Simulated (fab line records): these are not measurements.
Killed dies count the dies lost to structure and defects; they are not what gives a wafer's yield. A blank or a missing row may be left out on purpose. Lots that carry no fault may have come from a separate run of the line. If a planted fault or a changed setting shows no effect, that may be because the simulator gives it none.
Which tool is to blame? :: flow sfq line :: 6 lots, 18 wafers sampled, at 2 steps of a route of 325

## WHAT THE GAUGES SHOWED, per wafer
SFQ_JJ_OVL_MEAS_931.
lot: L372
measured: day 54 18:47
on: overlay-01
J5_OVL (nm): -7 -6 -4

lot: L379
measured: day 57 11:21
on: overlay-02
J5_OVL (nm): -5 -5 -6

lot: L382
measured: day 57 19:44
on: overlay-02
J5_OVL (nm): -4 -3 -8

lot: L386
measured: day 59 14:56
on: overlay-02
J5_OVL (nm): 3 -5 -2

lot: L391
measured: day 60 05:20
on: overlay-01
J5_OVL (nm): -3 0 5

lot: L393
measured: day 60 18:43
on: overlay-01
J5_OVL (nm): -11 5 -1

## TOOL THAT RAN EACH LOT (tool first, then ch and the chambers of the sampled wafers, then the start)
lot: L372
SFQ_TRILAYER_M3_BARC_OPEN_METAL_ETCH_100: rie metal-01 ch 0,1, day 30 09:15

lot: L379
SFQ_TRILAYER_M3_BARC_OPEN_METAL_ETCH_100: rie metal-02 ch 0,1, day 36 08:49

lot: L382
SFQ_TRILAYER_M3_BARC_OPEN_METAL_ETCH_100: rie metal-01 ch 0,1, day 37 04:35

lot: L386
SFQ_TRILAYER_M3_BARC_OPEN_METAL_ETCH_100: rie metal-02 ch 0,1, day 39 05:10

lot: L391
SFQ_TRILAYER_M3_BARC_OPEN_METAL_ETCH_100: rie metal-03 ch 0,1, day 40 00:49

lot: L393
SFQ_TRILAYER_M3_BARC_OPEN_METAL_ETCH_100: rie metal-01 ch 0,1, day 40 23:09
- SFQ_TRILAYER_M3_BARC_OPEN_METAL_ETCH_100: etches BARC in O2, target depth 125 nm, time 41.7 s.

## THE ANSWER, worked out from the rows above alone
Rule: what is usual is taken from the lots themselves. Put in order of their means at a reading, lots are off if they are a third of the lots or fewer, leave a main group of 4 or more, and stand apart from it by a gap of 3 or more times the standard deviation of the main group's means; of several such gaps the widest counts. Not used: any main group whose means are identical at the precision the tables above print for the reading. A lot without any number at a reading at which 4 lots or more have one is off too. Where the step has rows for the other lots, those lots are counted as sound.
No lot is off on any of the readings shown, so nothing can be concluded from this.

## WHAT THE SIMULATOR HAD INSERTED
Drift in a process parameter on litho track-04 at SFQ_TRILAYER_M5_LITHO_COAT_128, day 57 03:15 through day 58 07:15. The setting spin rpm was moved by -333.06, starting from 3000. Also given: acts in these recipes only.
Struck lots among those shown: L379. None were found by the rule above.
